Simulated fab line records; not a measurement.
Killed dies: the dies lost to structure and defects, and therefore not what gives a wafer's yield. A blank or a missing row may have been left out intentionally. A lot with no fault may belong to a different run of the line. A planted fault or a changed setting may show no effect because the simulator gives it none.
Chamber matching -- flow sky130 -- rie si-02 running SKY_FIELD_ISO_ETCH_17: 4 sister chambers
The step etches Si in HBr/Cl2/O2, target depth 342 nm, time 97.7 s. 4 wafers are shown with their chamber, then 7 later ones without.

== WAFERS WITH THEIR CHAMBER ==
wafer,chamber,drypump motor current A (A)
L128.4,1,5.6
L135.4,2,5.6
L137.1,0,5.2
L137.4,3,6.3

== WAFERS WITH NO CHAMBER GIVEN ==
wafer,drypump motor current A (A)
L137.6,5.2
L139.2,5.6
L139.5,5.6
L139.6,5.2
L140.2,5.6
L140.3,5.6
L140.5,6.2

== WHICH CHAMBER EACH ONE RAN IN ==
wafer,from the rows above,in truth
L137.6,0,0
L139.2,can't be placed: 1 or 2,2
L139.5,can't be placed: 1 or 2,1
L139.6,0,0
L140.2,can't be placed: 1 or 2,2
L140.3,can't be placed: 1 or 2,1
L140.5,3,3
Correct placement for 3 of the 7. Can't be placed from these rows: 4 (the true chamber is among the candidates in 4). Number placed wrongly: 0.
How it was worked out, from the rows above alone: a wafer's distance from a chamber is the root of the sum, over the readings, of the square of ((its reading less the chamber's mean) divided by the reading's scatter). The wafer belongs to the nearest chamber; if the next one is less than 2 further off, it can't be placed. For every chamber, the mean is computed from those of its wafers that are shown. The scatter (one wafer shown for each chamber): square how far every hidden wafer sits from the nearest shown wafer, average those squares and take the square root.
